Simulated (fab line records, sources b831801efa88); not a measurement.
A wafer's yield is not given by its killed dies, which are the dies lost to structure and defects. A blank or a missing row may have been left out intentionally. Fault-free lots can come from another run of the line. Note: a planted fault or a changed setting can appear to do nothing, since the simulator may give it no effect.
A single fault, viewed from 2 desks	flow sky130	every desk sees just its own numbers, and what lay behind them comes last

## TOOL OWNER'S DESK, cvd-w-01
The tool's own readings at SKY_VIA2_CVD_21 (deposits W, target thk 420 nm, time 126.4 s): means of the sampled wafers that have a number, for each lot that ran on this tool. If a lot's mean is further than 4 standard deviations from the usual mean, the lot is out of limits and carries the mark OUT (the distance appears in the brackets).
Columns: A = heater-power-w at SKY_VIA2_CVD_21, usual 918 W
lot	first seen here	A
L700	day 36 12:01	962
L701	day 36 18:53	954
L702	day 37 01:34	968
L703	day 37 07:04	981
L717	day 41 16:10	879
L720	day 42 11:08	826
L721	day 42 12:52	841
This desk's finding: nothing out of limits on any of the 7 lots.

## FROM THE METROLOGY DESK
Means of the sampled wafers that have a number, per lot and without regard to the tool the lot ran on: this is what the gauges read. If a lot's mean is further than 4 standard deviations from the usual mean, the lot is out of limits and carries the mark OUT (the distance appears in the brackets).
Columns: A = METAL5_ALCU_RS at SKY_METAL5_RS_MEAS_05, usual 0.02715 ohm/sq
lot	first seen here	A
L700	day 43 00:25	0.02691
L701	day 43 05:16	0.02718
L702	day 43 13:31	0.02687
L703	day 43 17:39	0.02735
L704	day 44 03:09	0.02695
L706	day 44 13:31	0.02678
L714	day 46 19:48	0.02684
L717	day 47 11:35	0.02722
L719	day 47 18:55	0.02741
L720	day 48 03:55	0.02725
L721	day 48 06:16	0.02701
L723	day 48 12:26	0.02720
This desk's finding: nothing out of limits on any of the 12 lots.

## PUT TOGETHER
The tool owner's desk saw nothing out of limits.
Nothing out of limits was seen by the metrology desk.

## WHAT WAS PUT IN BY THE SIMULATOR
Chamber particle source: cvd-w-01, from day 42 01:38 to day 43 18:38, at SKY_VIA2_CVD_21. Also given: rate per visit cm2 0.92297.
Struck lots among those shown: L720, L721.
